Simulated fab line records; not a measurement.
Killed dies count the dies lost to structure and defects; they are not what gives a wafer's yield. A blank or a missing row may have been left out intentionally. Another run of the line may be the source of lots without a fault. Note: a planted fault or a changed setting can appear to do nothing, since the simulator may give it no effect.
Tool commonality check | flow gf180mcu | Sample size 14 lots and 42 wafers

== WHY IT WAS OPENED ==
At GF_MVSD_TW_MEAS_11 the reading MVSD_TW is flagged on 2 of 14 lots. Wafers without a fault read 1567, standard deviation 11.
Rule: flag the lot when none of its wafers has a number, or when each of its wafers that has one lies beyond 4 standard deviations from that mean. The other lots count as sound.

lot  | measured    | on            | MVSD_TW, wafer by wafer | flag
L587 | day 4 12:21 | film metro-02 | 1579 1585 1587          |
L588 | day 4 16:40 | film metro-04 | 1561 1549 1554          |
L589 | day 4 18:46 | film metro-02 | 1591 1587 1594          |
L591 | day 5 09:22 | film metro-02 | 1574 1576 1567          |
L592 | day 5 14:11 | film metro-04 | 1574 1578 1572          |
L593 | day 5 21:04 | film metro-03 | 1562 1560 1557          |
L594 | day 6 03:40 | film metro-03 | 1566 1567 1565          |
L599 | day 7 07:49 | film metro-04 | 30 30 30                | FLAGGED
L600 | day 7 13:37 | film metro-02 | 1577 1570 1579          |
L602 | day 8 00:49 | film metro-02 | 30 30 30                | FLAGGED
L603 | day 8 08:13 | film metro-02 | 1574 1575 1577          |
L604 | day 8 13:05 | film metro-04 | 1564 1576 1560          |
L605 | day 8 18:28 | film metro-03 | 1566 1567 1563          |
L608 | day 9 11:25 | film metro-02 | 1578 1592 1590          |
Averaged over the flagged lots the numbers come to 30, -1537 from the usual (-99 or more standard deviations).

== TOOL THAT RAN EACH LOT ==
The record holds 1 process step before the reading, out of a route of 602 steps. Each cell gives the tool, then ch followed by the chambers the sampled wafers passed through, then the start.
lot  | flag    | GF_MVSD_DEVELOP_06
L587 |         | litho track-04 ch 0, day 4 11:00
L588 |         | litho track-01 ch 0, day 4 16:00
L589 |         | litho track-04 ch 0, day 4 18:00
L591 |         | litho track-01 ch 0, day 5 08:00
L592 |         | litho track-03 ch 0, day 5 13:00
L593 |         | litho track-01 ch 0, day 5 20:00
L594 |         | litho track-01 ch 0, day 6 03:00
L599 | FLAGGED | litho track-01 ch 0, day 7 07:00
L600 |         | litho track-03 ch 0, day 7 13:00
L602 | FLAGGED | litho track-01 ch 0, day 8 00:00
L603 |         | litho track-04 ch 0, day 8 07:00
L604 |         | litho track-03 ch 0, day 8 12:00
L605 |         | litho track-04 ch 0, day 8 17:00
L608 |         | litho track-04 ch 0, day 9 10:00
These steps, and what they do:
- GF_MVSD_DEVELOP_06: develop time 60 s.
- GF_MVSD_TW_MEAS_11

== FLAGGED AGAINST TOTAL, ONE TOOL AT A TIME (gauges that did the reading follow at the end) ==
step               | tool           | lots run | flagged | share of the flagged lots | sound lots run after its first flagged lot
GF_MVSD_DEVELOP_06 | litho track-01 | 6        | 2       | all                       | 0
GF_MVSD_DEVELOP_06 | litho track-03 | 3        | 0       | none                      | -
GF_MVSD_DEVELOP_06 | litho track-04 | 5        | 0       | none                      | -
GF_MVSD_TW_MEAS_11 | film metro-02  | 7        | 1       | some                      | 2 (L603,L608)
GF_MVSD_TW_MEAS_11 | film metro-03  | 3        | 0       | none                      | -
GF_MVSD_TW_MEAS_11 | film metro-04  | 4        | 1       | some                      | 1 (L604)

== WHAT THE TABLE ALLOWS ==
1 row of the table ran every flagged lot: litho track-01 at GF_MVSD_DEVELOP_06.
- litho track-01 at GF_MVSD_DEVELOP_06 ran 6 lots, 2 of them flagged. It ran its last sound lot, L594, at day 6 03:00 and its first flagged lot, L599, at day 7 07:00: a fault with its onset between the two fits.
litho track-01 at GF_MVSD_DEVELOP_06 is the single tool remaining.

== WHAT HAD BEEN PUT IN BY THE SIMULATOR ==
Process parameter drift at GF_MVSD_DEVELOP_06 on litho track-01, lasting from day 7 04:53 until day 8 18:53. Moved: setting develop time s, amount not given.
Lots struck among those shown: L599, L602. Same finding as the rule above.
